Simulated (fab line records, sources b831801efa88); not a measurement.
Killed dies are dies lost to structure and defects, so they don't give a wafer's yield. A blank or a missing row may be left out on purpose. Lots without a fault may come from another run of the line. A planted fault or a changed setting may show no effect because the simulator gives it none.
A struck lot beside a sound one | flow sky130 | 14 steps out of a route of 708
Sound: wafers L240.2, L240.4, L240.5. Struck: wafers L252.1, L252.2, L252.3. The cause comes at the end.
At each step with rows: each side's tool, then ch and its chambers, then its first start. Under that, the readings that differ: sound wafers | struck wafers | difference of the means | sigmas: that difference in standard deviations of wafers without a fault.
alike: readings whose means differ by less than 2 such deviations, and words and numbers that are the same on both sides. not compared: withheld readings, readings that some wafer has no value for, bounds like >300 that may hide the same value, and numbers for which the record gives no deviation and whose values overlap.
The two part at a step that has a row with sigmas, a row that says differs or no value, or rows on one side only. Numbers that don't overlap but have no deviation are shown without sigmas and don't part them. A reading that every wafer of one side lacks parts them only if that side has two wafers or more.

first, 5 steps without rows for these wafers: SKY_SD_N_COAT_02 (resist thk 1140 nm); SKY_SD_N_SOFTBAKE_03 (time 60 s); SKY_SD_N_EXPOSE_04 (exposes mask NSDM, target cd 380 nm); SKY_SD_N_PEB_05; SKY_SD_N_DEVELOP_06 (develop time 60 s).
SKY_SD_N_CD_MEAS_07: target cd 380 nm.
  sound on cd_sem-02, day 30 02:02; struck on cd_sem-02, day 33 14:58
  alike: cd_nm
SKY_SD_N_OVL_MEAS_08:
  sound on overlay-02, day 30 02:08; struck on overlay-02, day 33 15:05
  alike: SD_N_OVL
then, 2 steps without rows for these wafers: SKY_SD_N_IMPLANT_09; SKY_SD_N_IMPLANT_10.
SKY_SD_N_STRIP_11: strips in O2/N2.
  sound on plasma_asher-03 ch 0,1, day 30 02:28; struck on plasma_asher-03 ch 0,1, day 33 15:25
  alike: drypump_motor_current_A, oes_product_au, strip_time_to_endpoint_s
  not compared: rf_hours_counter_h
SKY_SD_N_TW_MEAS_12:
  sound on film_metro-02, day 30 02:35; struck on film_metro-02, day 33 15:31
  alike: SD_N_TW
then, 1 step without rows for these wafers: SKY_SD_N_CLEAN_13 (cleans in SC1/SC2, time 150 s).
SKY_SD_N_RTA_14: time 2 s.
  sound on rtp_anneal-02 ch 0, day 30 02:42; struck on rtp_anneal-02 ch 0, day 33 15:38
  reading           | sound                | struck               | difference | sigmas
  ramp_down_c_per_s | 90.007 89.985 89.987 | 36.008 36.022 36.028 | -53.974    | -99 or more
  alike: lamp_power_pct, wafer_temp_C_max
-- the record jumps here: 16 days lie between the struck wafers' starts before and after (it left off in module SD_N and takes up again in module PAD_OPEN, whose first step shown is number 708 of the route) --
SKY_PAD_OPEN_PROBE_99:
  sound on prober-01, day 47 13:02; struck on prober-02, day 49 23:08
  reading                              | sound             | struck            | difference | sigmas
  model.etest.res_xhigh_po.line_ohm_um | 5811 5837 5591    | 4970 5074 5098    | -699       |
  model.etest.res_xhigh_po.rs_ohm_sq   | 2002 2053 2002    | 1768 1772 1758    | -253       |
  model.etest.res_pdiff.line_ohm_um    | 1342 1371 1383    | 1291 1279 1293    | -78        |
  model.etest.res_high_po.line_ohm_um  | 745.1 743.7 738.5 | 701.9 701.5 715.9 | -36.0      |
  model.etest.licon_pdiff.rc_ohm       | 571 590.5 567.6   | 639.5 648.8 620.3 | +59.8      |
  model.etest.licon_high_po.rc_ohm     | 346.6 358.4 348.5 | 310.4 332.3 322.6 | -29.4      |
  model.etest.res_ndiff.line_ohm_um    | 742.9 747.9 746.9 | 738.6 739.5 729.9 | -9.9       |
  model.etest.res_high_po.rs_ohm_sq    | 261.9 260.9 259.2 | 250.4 249.9 247.8 | -11.3      |
  alike: killed_at_M0_to_M3, killed_at_M4_up, killed_at_contacts, killed_at_front_end, killed_at_other, killed_dies, killed_on_rim, killed_open, killed_short

WHERE THEY PART
Only at SKY_SD_N_RTA_14, within this record. Later steps at which nothing parts them and some readings are alike: SKY_PAD_OPEN_PROBE_99.

WHY: what the simulator had put in
Process parameter drift: rtp_anneal-02, from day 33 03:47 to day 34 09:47, at SKY_SD_N_RTA_14. Setting ramp_down_c_per_s, moved by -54, from 90. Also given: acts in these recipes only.
